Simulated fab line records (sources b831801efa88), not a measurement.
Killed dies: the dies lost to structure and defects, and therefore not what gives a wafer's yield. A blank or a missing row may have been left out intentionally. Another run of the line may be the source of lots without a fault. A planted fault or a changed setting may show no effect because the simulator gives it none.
Matching of chambers ; flow sky130 ; SKY_VIA2_HDPCVD_00 on hdpcvd-02 has 3 sister chambers
The step deposits SiO2, target thk 1180 nm, time 196.7 s. 6 wafers are shown with their chamber, then 7 later ones without.

== WAFERS WITH THEIR CHAMBER ==
wafer;chamber;pressure-mtorr (mTorr);sih4-flow-sccm (sccm)
L405.5;0;5.995;60.29
L407.1;1;5.990;60.05
L407.3;0;6.000;60.05
L407.5;1;6.000;59.73
L412.1;2;5.986;60.08
L412.4;2;6.009;59.88

== WAFERS MISSING THEIR CHAMBER ==
wafer;pressure-mtorr (mTorr);sih4-flow-sccm (sccm)
L412.6;6.008;59.59
L413.4;5.968;59.93
L413.5;5.994;60.25
L413.6;6.013;59.83
L417.1;6.006;60.32
L417.2;6.005;60.11
L417.4;5.999;59.84

== EACH ONE'S CHAMBER ==
wafer;from the rows above;in truth
L412.6;can't be placed: 1 or 2 or 0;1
L413.4;can't be placed: 1 or 2 or 0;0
L413.5;can't be placed: 0 or 2 or 1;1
L413.6;can't be placed: 2 or 1 or 0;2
L417.1;can't be placed: 0 or 2 or 1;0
L417.2;can't be placed: 0 or 2 or 1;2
L417.4;can't be placed: 1 or 2 or 0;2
0 of 7 placed correctly. Not placeable from these rows: 7 (in 7, the candidates include the true chamber). Placed wrongly: 0.
How it was worked out, from the rows above alone: a wafer's distance from a chamber is the root of the sum, over the readings, of the square of ((its reading less the chamber's mean) divided by the reading's scatter). If the next closest chamber is less than 2 further off than the closest, the wafer can't be placed; otherwise it belongs to the closest. A chamber's mean is the mean of its shown wafers. The scatter: the root of (the sum of the squares of (reading less its chamber's mean) over the shown wafers, divided by (wafers less chambers)).
